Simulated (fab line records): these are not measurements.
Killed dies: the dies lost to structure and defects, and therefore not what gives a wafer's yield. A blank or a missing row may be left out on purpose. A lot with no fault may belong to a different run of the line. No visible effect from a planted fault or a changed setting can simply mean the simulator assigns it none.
Which of the tools did it? ; flow sfq-line ; 14 lots, 42 wafers sampled, at 5 steps of a route of 325

== WHAT EACH GAUGE READ, for each wafer ==
SFQ_M8_BOW_MEAS_951. Usual: M8_BOW 6 um, standard deviation 11.
lot;measured;on;M8_BOW (um);flag
L125;day 71 23:53;film-metro-01;19 19 16;
L127;day 72 05:52;film-metro-01;1 0 -8;
L128;day 72 10:40;film-metro-03;7 10 -3;
L129;day 72 11:52;film-metro-04;-2 4 3;
L131;day 73 18:28;film-metro-04;-2 7 -14;
L135;day 77 00:52;film-metro-03;10 3 25;
L136;day 77 02:02;film-metro-03;-14 -13 -3;
L137;day 80 10:53;film-metro-03;15 12 20;
L140;day 81 13:06;film-metro-01;-14 -6 -8;
L141;day 82 07:01;film-metro-03;21 13 17;
L142;day 82 23:41;film-metro-01;4 12 5;
L143;day 83 02:02;film-metro-01;13 7 6;
L144;day 83 08:02;film-metro-01;11 8 32;
L145;day 83 10:28;film-metro-03;2 -7 8;

== EACH LOT AND THE TOOL THAT RAN IT (in order: tool; ch and the chambers of the sampled wafers; start) ==
lot;SFQ_TRILAYER_I6_DEP_PECVD_165;SFQ_TRILAYER_I6_METRO_MEASURE_167;SFQ_TRILAYER_I6_VIA_ETCH_VIA_ETCH_172;SFQ_TRILAYER_M7_LITHO_EXPOSE_178
L125;pecvd-02 ch 0,2, day 63 17:34;film-metro-04, day 63 22:46;rie-diel-04 ch 1,2, day 68 14:30;krf-scanner-02 ch 0, day 69 12:03
L127;pecvd-02 ch 0,1,2, day 63 23:34;film-metro-02, day 64 04:34;rie-diel-01 ch 0,1,2, day 68 20:30;krf-scanner-02 ch 0, day 69 21:27
L128;pecvd-01 ch 0,1,2, day 64 03:57;film-metro-02, day 64 10:34;rie-diel-02 ch 1,2,3, day 69 04:54;krf-scanner-02 ch 0, day 70 03:27
L129;pecvd-03 ch 1,2, day 64 14:43;film-metro-04, day 65 01:49;rie-diel-02 ch 0,2,3, day 69 18:06;krf-scanner-02 ch 0, day 70 19:03
L131;pecvd-02 ch 0,1,2, day 72 13:40;film-metro-04, day 72 17:33;rie-diel-04 ch 0,1,2, day 72 21:04;krf-scanner-02 ch 0, day 72 23:44
L135;pecvd-03 ch 0,1,2, day 73 07:40;film-metro-02, day 73 12:52;rie-diel-04 ch 0,2, day 73 21:01;krf-scanner-02, day 74 04:02
L136;pecvd-02 ch 0,1,2, day 73 12:28;film-metro-04, day 73 15:40;rie-diel-02 ch 0,2, day 73 23:25;krf-scanner-02, day 74 05:02
L137;pecvd-02 ch 0,2, day 73 15:02;film-metro-02, day 73 18:40;rie-diel-02 ch 0,1,2, day 74 03:01;krf-scanner-02 ch 0, day 74 09:50
L140;pecvd-02 ch 1,2, day 74 17:08;film-metro-02, day 75 00:44;rie-diel-04 ch 0,3, day 77 12:59;krf-scanner-01 ch 0, day 77 15:15
L141;pecvd-03 ch 0,1, day 75 01:32;film-metro-02, day 75 16:44;rie-diel-02 ch 1,2, day 78 10:43;krf-scanner-01 ch 0, day 78 13:41
L142;pecvd-03 ch 0,1,2, day 75 10:04;film-metro-02, day 76 08:08;rie-diel-04 ch 1,2,3, day 79 12:02;krf-scanner-02 ch 0, day 79 15:17
L143;pecvd-01 ch 0,1, day 75 12:26;film-metro-04, day 76 09:53;rie-diel-04 ch 0,2,3, day 79 15:38;krf-scanner-02 ch 0, day 79 17:34
L144;pecvd-03 ch 0,1,2, day 75 17:14;film-metro-03, day 76 10:44;rie-diel-01 ch 0,1,2, day 79 18:02;krf-scanner-02 ch 0, day 79 20:46
L145;pecvd-01 ch 0,2, day 75 20:25;film-metro-02, day 76 13:17;rie-diel-02 ch 1,2,3, day 79 20:26;krf-scanner-02 ch 0, day 79 22:46
- SFQ_TRILAYER_I6_DEP_PECVD_165: deposits SiO2 from SiH4/N2O, time 111.11 s, target thk 500 nm.
- SFQ_TRILAYER_I6_METRO_MEASURE_167
- SFQ_TRILAYER_I6_VIA_ETCH_VIA_ETCH_172: etches SiO2 in CHF3, stops on Nb, target depth 260 nm.
- SFQ_TRILAYER_M7_LITHO_EXPOSE_178: exposes mask M7, target cd 500 nm.

== WHAT THE TOOLS THEMSELVES READ (means of the sampled wafers that have a number; where no wafer has one, the mark that the record gives instead) ==
SFQ_TRILAYER_I6_DEP_PECVD_165. Usual: chamber-pressure-Torr 2.400 Torr, standard deviation 0.0057; heater-power-outer-w 28 W, standard deviation 8.9; heater-power-w 78 W, standard deviation 17; throttle-valve-pct 24.7 %, standard deviation 1.6.
lot;tool;chamber-pressure-Torr (Torr);heater-power-outer-w (W);heater-power-w (W);throttle-valve-pct (%);flag
L125;pecvd-02;2.397;27;75;26.4;
L127;pecvd-02;2.399;29;76;25.2;
L128;pecvd-01;2.399;33;87;25.4;
L129;pecvd-03;2.401;20;73;24.9;
L131;pecvd-02;2.401;25;72;22.8;
L135;pecvd-03;-;-;-;-;OFF
L136;pecvd-02;-;-;-;-;OFF
L137;pecvd-02;2.398;22;72;22.8;
L140;pecvd-02;2.400;27;69;22.8;
L141;pecvd-03;2.399;37;91;24.8;
L142;pecvd-03;2.406;32;87;25.4;
L143;pecvd-01;2.392;40;104;25.4;
L144;pecvd-03;2.397;28;80;25.4;
L145;pecvd-01;2.400;27;86;26.1;

SFQ_TRILAYER_I6_VIA_ETCH_VIA_ETCH_172. Usual: chamber-pressure-mTorr 30.000 mTorr, standard deviation 0.025; drypump-motor-current-A 5.6 A, standard deviation 0.44; oes-product-au 0.854 a.u., standard deviation 0.0054.
lot;tool;chamber-pressure-mTorr (mTorr);drypump-motor-current-A (A);oes-product-au (a.u.);flag
L125;rie-diel-04;29.988;5.1;0.850;
L127;rie-diel-01;30.000;5.8;0.857;
L128;rie-diel-02;30.005;5.3;0.849;
L129;rie-diel-02;30.001;5.8;0.853;
L131;rie-diel-04;29.985;5.5;0.854;
L135;rie-diel-04;30.003;5.9;0.381;OFF
L136;rie-diel-02;30.043;5.8;0.375;OFF
L137;rie-diel-02;29.995;5.7;0.854;
L140;rie-diel-04;29.985;5.8;0.857;
L141;rie-diel-02;30.000;5.4;0.853;
L142;rie-diel-04;30.017;5.3;0.855;
L143;rie-diel-04;30.025;5.8;0.845;
L144;rie-diel-01;30.005;5.8;0.851;
L145;rie-diel-02;29.969;5.3;0.856;

SFQ_TRILAYER_M7_LITHO_EXPOSE_178. Usual: exposure-dose-mJ-cm2 14.398, standard deviation 0.014; focus-offset-nm 0.0 nm, standard deviation 0.59.
lot;tool;exposure-dose-mJ-cm2;focus-offset-nm (nm);flag
L125;krf-scanner-02;14.416;-0.3;
L127;krf-scanner-02;14.395;-0.1;
L128;krf-scanner-02;14.402;0.0;
L129;krf-scanner-02;14.409;-0.2;
L131;krf-scanner-02;14.396;0.1;
L135;krf-scanner-02;-;-;OFF
L136;krf-scanner-02;-;-;OFF
L137;krf-scanner-02;14.374;0.3;
L140;krf-scanner-01;14.373;1.0;
L141;krf-scanner-01;14.421;0.6;
L142;krf-scanner-02;14.418;0.5;
L143;krf-scanner-02;14.395;-0.4;
L144;krf-scanner-02;14.401;-0.4;
L145;krf-scanner-02;14.394;-0.6;

== THE ANSWER, worked out from the rows above alone ==
Rule: a lot is off if the mean of its wafers that have a number lies more than 3 standard deviations from the usual mean. A lot without any number at a reading at which 4 lots or more have one is off too. All remaining lots with rows at the step are treated as sound. After the gauges, taken in route order, come the tools' own readings; for these a lot's mean is taken, as printed above. The first step at which some lot is off is used, and at that step the reading that is off furthest; a lot without a number counts as furthest.
Off: L135, L136, at SFQ_TRILAYER_I6_DEP_PECVD_165 (chamber-pressure-Torr). Without a number there: L135, L136.
A tool fits if, at that step or a process step before it, it ran every lot that is off, and no sound lot after the first of them. No candidate that was tried fits.

== WHAT THE SIMULATOR HAD INSERTED ==
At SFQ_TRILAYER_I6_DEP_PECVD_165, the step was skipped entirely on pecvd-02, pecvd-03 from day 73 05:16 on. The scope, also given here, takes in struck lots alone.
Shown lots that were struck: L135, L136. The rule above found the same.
